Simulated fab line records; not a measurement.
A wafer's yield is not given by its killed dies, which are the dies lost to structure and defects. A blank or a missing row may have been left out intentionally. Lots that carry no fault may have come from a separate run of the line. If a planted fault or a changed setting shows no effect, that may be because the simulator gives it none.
Which of the tools did it? | flow gf180mcu | 72 wafers from 24 lots sampled at 5 of the route's 602 steps

WHAT THE GAUGES SHOWED, per wafer
GF_STI_CD_MEAS_12 targets a cd of 220 nm. Usual: cdNm at 219.9 nm, with a standard deviation of 1.2.
lot  | measured    | on       | cdNm (nm)         | flag
L074 | day 2 02:07 | cdSem-02 | 220.6 219.9 219.8 | 
L075 | day 2 06:10 | cdSem-02 | 219.7 220.7 220.4 | 
L076 | day 2 11:47 | cdSem-02 | 217.4 218.1 218.6 | 
L077 | day 2 17:13 | cdSem-01 | 216.2 217.6 217.1 | 
L078 | day 2 21:44 | cdSem-02 | 220.7 220.9 222.3 | 
L079 | day 3 02:37 | cdSem-02 | 219.3 221.0 221.4 | 
L080 | day 3 08:55 | cdSem-01 | 221.3 221.3 221.1 | 
L081 | day 3 17:13 | cdSem-02 | 218.5 220.3 220.0 | 
L082 | day 3 22:19 | cdSem-01 | 221.4 219.1 219.1 | 
L083 | day 4 02:28 | cdSem-02 | 219.3 219.3 219.8 | 
L084 | day 4 04:04 | cdSem-01 | 220.2 221.5 220.5 | 
L085 | day 4 09:17 | cdSem-01 | 220.1 218.8 218.5 | 
L086 | day 4 15:28 | cdSem-02 | 221.2 218.7 219.9 | 
L087 | day 4 20:13 | cdSem-01 | 219.4 219.3 219.3 | 
L088 | day 5 01:43 | cdSem-02 | 219.1 218.3 219.3 | 
L089 | day 5 06:23 | cdSem-01 | 218.3 219.2 218.1 | 
L090 | day 5 11:58 | cdSem-01 | 220.6 220.8 219.5 | 
L091 | day 5 17:24 | cdSem-01 | 221.5 220.6 221.5 | 
L092 | day 5 21:56 | cdSem-02 | 220.5 220.8 220.9 | 
L093 | day 6 03:12 | cdSem-02 | 220.4 220.0 220.6 | 
L094 | day 6 07:41 | cdSem-02 | 220.8 220.7 220.3 | 
L095 | day 6 13:38 | cdSem-01 | 221.8 219.9 221.0 | 
L096 | day 6 18:16 | cdSem-02 | 219.6 220.0 220.9 | 
L097 | day 7 02:53 | cdSem-01 | 220.6 220.7 220.1 | 

GF_PSD_CD_MEAS_07 targets a cd of 400 nm. Usual: cdNm at 399.8 nm, with a standard deviation of 1.8.
lot  | measured     | on       | cdNm (nm)         | flag
L074 | day 14 07:55 | cdSem-01 | 396.6 398.1 399.5 | 
L075 | day 14 12:27 | cdSem-01 | 400.7 402.9 402.4 | 
L076 | day 14 20:35 | cdSem-01 | 397.6 398.5 399.0 | 
L077 | day 15 14:10 | cdSem-01 | 402.9 401.9 400.9 | 
L078 | day 15 23:38 | cdSem-02 | 398.5 399.2 396.5 | 
L079 | day 16 02:40 | cdSem-01 | 400.1 396.7 401.4 | 
L080 | day 16 07:29 | cdSem-01 | 399.8 401.0 402.3 | 
L081 | day 16 21:35 | cdSem-01 | 399.0 397.4 399.2 | 
L082 | day 17 07:35 | cdSem-02 | 401.3 400.7 401.5 | 
L083 | day 17 15:58 | cdSem-02 | 396.2 394.6 395.4 | 
L084 | day 17 19:25 | cdSem-01 | 400.4 399.2 400.0 | 
L085 | day 18 00:29 | cdSem-01 | 400.8 398.8 401.4 | 
L086 | day 18 13:41 | cdSem-02 | 398.5 400.5 400.1 | 
L087 | day 18 21:37 | cdSem-02 | 399.7 400.1 398.8 | 
L088 | day 19 07:09 | cdSem-02 | 396.9 399.0 397.8 | 
L089 | day 19 15:22 | cdSem-01 | 403.2 399.6 401.6 | 
L090 | day 19 23:22 | cdSem-02 | 397.5 396.6 398.8 | 
L091 | day 20 06:41 | cdSem-01 | 397.6 400.1 398.4 | 
L092 | day 20 14:31 | cdSem-01 | 400.6 398.6 400.6 | 
L093 | day 20 23:38 | cdSem-02 | 401.5 401.8 403.8 | 
L094 | day 21 06:05 | cdSem-02 | 399.1 402.0 401.2 | 
L095 | day 21 17:31 | cdSem-02 | 401.1 400.1 398.5 | 
L096 | day 21 21:17 | cdSem-02 | 397.6 400.3 397.7 | 
L097 | day 22 10:46 | cdSem-02 | 402.3 399.3 400.2 | 

GF_V2_OVL_MEAS_15. Usual: V2_OVL typically reads 0 nm, with standard deviation 6.6.
lot  | measured     | on         | V2_OVL (nm) | flag
L074 | day 20 08:21 | overlay-01 | -3 5 -3     | 
L075 | day 20 13:48 | overlay-01 | -5 -6 -7    | 
L076 | day 20 23:26 | overlay-01 | 3 2 13      | 
L077 | day 21 20:00 | overlay-02 | -1 -1 4     | 
L078 | day 22 06:42 | overlay-02 | -20 7 -13   | 
L079 | day 22 09:55 | overlay-02 | 2 6 0       | 
L080 | day 22 14:59 | overlay-01 | 4 0 9       | 
L081 | day 23 04:25 | overlay-02 | 13 15 14    | 
L082 | day 23 13:40 | overlay-02 | 0 -7 -20    | 
L083 | day 23 22:16 | overlay-02 | 2 -1 8      | 
L084 | day 24 02:25 | overlay-02 | -10 -3 0    | 
L085 | day 24 05:15 | overlay-01 | 3 -1 -5     | 
L086 | day 25 01:55 | overlay-02 | -8 6 5      | 
L087 | day 25 03:38 | overlay-02 | -3 -5 -7    | 
L088 | day 25 09:58 | overlay-02 | -1 5 5      | 
L089 | day 25 17:10 | overlay-02 | 3 -5 6      | 
L090 | day 26 02:13 | overlay-02 | -5 0 7      | 
L091 | day 26 05:44 | overlay-01 | 1 5 3       | 
L092 | day 26 21:58 | overlay-01 | 2 -5 -4     | 
L093 | day 27 00:15 | overlay-01 | -2 5 2      | 
L094 | day 27 03:28 | overlay-02 | -11 -6 -4   | 
L095 | day 27 10:51 | overlay-01 | 13 8 18     | 
L096 | day 27 15:47 | overlay-02 | 7 5 7       | 
L097 | day 28 03:11 | overlay-02 | -3 -10 -8   | 

GF_V3_CD_MEAS_14 targets a cd of 260 nm. Usual: cdNm at 259.9 nm, with a standard deviation of 1.4.
lot  | measured     | on       | cdNm (nm)         | flag
L074 | day 22 11:23 | cdSem-01 | 259.8 259.9 259.6 | 
L075 | day 22 16:30 | cdSem-02 | 260.0 260.6 260.2 | 
L076 | day 23 01:56 | cdSem-02 | 258.3 258.3 259.3 | 
L077 | day 23 20:52 | cdSem-01 | 259.7 261.0 260.1 | 
L078 | day 24 05:56 | cdSem-01 | 260.2 260.2 260.9 | 
L079 | day 25 00:01 | cdSem-02 | 259.8 261.6 260.6 | 
L080 | day 25 00:08 | cdSem-01 | 257.7 258.4 256.9 | 
L081 | day 25 03:52 | cdSem-01 | 259.8 258.1 259.2 | 
L082 | day 25 10:25 | cdSem-02 | 260.4 260.7 260.8 | 
L083 | day 25 20:18 | cdSem-02 | 260.4 260.0 261.2 | 
L084 | day 26 02:07 | cdSem-01 | 262.5 262.7 262.8 | 
L085 | day 26 03:25 | cdSem-01 | 257.0 256.1 256.3 | 
L086 | day 26 23:32 | cdSem-02 | 260.0 259.2 258.3 | 
L087 | day 27 00:41 | cdSem-02 | 260.7 259.8 260.1 | 
L088 | day 27 06:11 | cdSem-01 | 258.3 259.5 258.2 | 
L089 | day 27 12:59 | cdSem-01 | 260.3 260.7 261.7 | 
L090 | day 27 22:32 | cdSem-01 | 260.4 261.5 260.8 | 
L091 | day 28 01:39 | cdSem-02 | 261.0 260.1 259.8 | 
L092 | day 28 17:05 | cdSem-01 | 259.7 260.7 259.3 | 
L093 | day 28 18:41 | cdSem-01 | 258.5 261.8 261.7 | 
L094 | day 28 21:40 | cdSem-01 | 260.2 260.7 260.1 | 
L095 | day 29 04:47 | cdSem-01 | 260.1 260.2 260.2 | 
L096 | day 29 09:29 | cdSem-01 | 259.3 260.5 258.6 | 
L097 | day 29 19:58 | cdSem-02 | 261.5 262.1 262.2 | 

TOOL THAT RAN EACH LOT (tool first, then ch and the chambers of the sampled wafers, then the start)
lot  | GF_LVPWELL_STRIP_10
L074 | plasmaAsher-03 ch 0,1, day 3 19:18
L075 | plasmaAsher-04 ch 0,1, day 4 01:29
L076 | plasmaAsher-04 ch 0,1, day 4 08:11
L077 | plasmaAsher-04 ch 0,1, day 4 18:06
L078 | plasmaAsher-03 ch 0,1, day 5 02:50
L079 | plasmaAsher-02 ch 0,1, day 5 03:16
L080 | plasmaAsher-04 ch 0, day 5 07:05
L081 | plasmaAsher-03 ch 0,1, day 5 16:06
L082 | plasmaAsher-02 ch 1, day 5 21:26
L083 | plasmaAsher-02 ch 0,1, day 6 03:29
L084 | plasmaAsher-03 ch 1, day 6 06:02
L085 | plasmaAsher-03 ch 0, day 6 10:04
L086 | plasmaAsher-03 ch 0,1, day 6 17:46
L087 | plasmaAsher-04 ch 0,1, day 6 22:22
L088 | plasmaAsher-03 ch 0,1, day 7 04:14
L089 | plasmaAsher-02 ch 0,1, day 7 08:48
L090 | plasmaAsher-03 ch 0,1, day 7 15:41
L091 | plasmaAsher-03 ch 0,1, day 7 20:32
L092 | plasmaAsher-02 ch 0,1, day 8 02:42
L093 | plasmaAsher-03 ch 0,1, day 8 08:29
L094 | plasmaAsher-04 ch 0,1, day 8 14:54
L095 | plasmaAsher-03 ch 0,1, day 8 20:24
L096 | plasmaAsher-03 ch 0, day 8 23:48
L097 | plasmaAsher-03 ch 0,1, day 9 10:33
- GF_LVPWELL_STRIP_10: strips in O2/N2.

AS READ BY THE TOOLS THEMSELVES (means over the sampled wafers that have a number; for cases with no such wafer, the mark the record gives instead)
GF_LVPWELL_STRIP_10. Usual: chamberPressureMTorr 1500.2 mTorr, standard deviation 1.4; drypumpMotorCurrentA 5.87 A, standard deviation 0.27; heaterPowerW 325 W, standard deviation 30; oesProductAu 0.722 a.u., standard deviation 0.0041; platenTempC 250.00 C, standard deviation 0.19; stripTimeToEndpointS 36.90 s, standard deviation 0.095.
lot  | tool           | chamberPressureMTorr (mTorr) | drypumpMotorCurrentA (A) | heaterPowerW (W) | oesProductAu (a.u.) | platenTempC (C) | stripTimeToEndpointS (s) | flag
L074 | plasmaAsher-03 | 1499.8                       | 5.93                     | 299              | 0.725               | 250.10          | 36.93                    | 
L075 | plasmaAsher-04 | 1500.2                       | 6.07                     | 361              | 0.723               | 249.86          | 36.92                    | 
L076 | plasmaAsher-04 | 1500.8                       | 6.04                     | 357              | 0.719               | 249.93          | 36.80                    | 
L077 | plasmaAsher-04 | 1500.5                       | 5.77                     | 348              | 0.723               | 250.06          | 36.83                    | 
L078 | plasmaAsher-03 | 1499.8                       | 5.96                     | 309              | 0.723               | 250.01          | 37.07                    | 
L079 | plasmaAsher-02 | 1499.7                       | 5.70                     | 339              | 0.722               | 250.12          | 36.83                    | 
L080 | plasmaAsher-04 | 1498.7                       | 5.48                     | 351              | 0.720               | 250.15          | 36.92                    | 
L081 | plasmaAsher-03 | 1500.0                       | 5.92                     | 299              | 0.723               | 249.93          | 37.07                    | 
L082 | plasmaAsher-02 | 1499.4                       | 5.85                     | 327              | 0.723               | 250.07          | 36.88                    | 
L083 | plasmaAsher-02 | 1498.7                       | 5.69                     | 341              | 0.723               | 249.98          | 37.03                    | 
L084 | plasmaAsher-03 | 1500.8                       | 5.87                     | 288              | 0.725               | 250.20          | 36.93                    | 
L085 | plasmaAsher-03 | 1500.8                       | 5.99                     | 316              | 0.719               | 249.66          | 36.97                    | 
L086 | plasmaAsher-03 | 1501.4                       | 5.97                     | 309              | 0.721               | 249.83          | 37.01                    | 
L087 | plasmaAsher-04 | 1499.2                       | 6.06                     | 358              | 0.720               | 250.03          | 37.01                    | 
L088 | plasmaAsher-03 | 1500.3                       | 5.97                     | 307              | 0.725               | 249.83          | 36.85                    | 
L089 | plasmaAsher-02 | 1498.9                       | 5.57                     | 360              | 0.724               | 249.96          | 36.95                    | 
L090 | plasmaAsher-03 | 1499.8                       | 5.91                     | 293              | 0.725               | 249.95          | 36.79                    | 
L091 | plasmaAsher-03 | 1500.5                       | 5.91                     | 295              | 0.723               | 250.00          | 36.88                    | 
L092 | plasmaAsher-02 | 1501.5                       | 5.70                     | 339              | 0.722               | 250.03          | 36.87                    | 
L093 | plasmaAsher-03 | 1499.3                       | 5.92                     | 298              | 0.721               | 250.07          | 36.73                    | 
L094 | plasmaAsher-04 | 1502.0                       | 6.06                     | 359              | 0.719               | 250.04          | 36.82                    | 
L095 | plasmaAsher-03 | 1499.3                       | 5.91                     | 300              | 0.726               | 249.99          | 36.95                    | 
L096 | plasmaAsher-03 | 1501.5                       | 6.01                     | 318              | 0.721               | 249.84          | 36.84                    | 
L097 | plasmaAsher-03 | 1501.1                       | 5.95                     | 304              | 0.724               | 250.12          | 36.97                    | 

THE ANSWER, worked out from the rows above alone
Rule: lot off if the mean of its wafers having a number is beyond 3 standard deviations from the usual mean. Also off: a lot with no number at a reading for which 4 or more lots have one. Any other lot the step has rows for is counted as sound. The gauges are gone through in route order, then the tools' own readings, and for those a lot's mean is taken as printed above. At the first step where some lot is off, the reading lying furthest off is the one used; lots without a number count as furthest.
Across all readings shown, no lot is off: no conclusion can be drawn from this.

WHAT THE SIMULATOR HAD INSERTED
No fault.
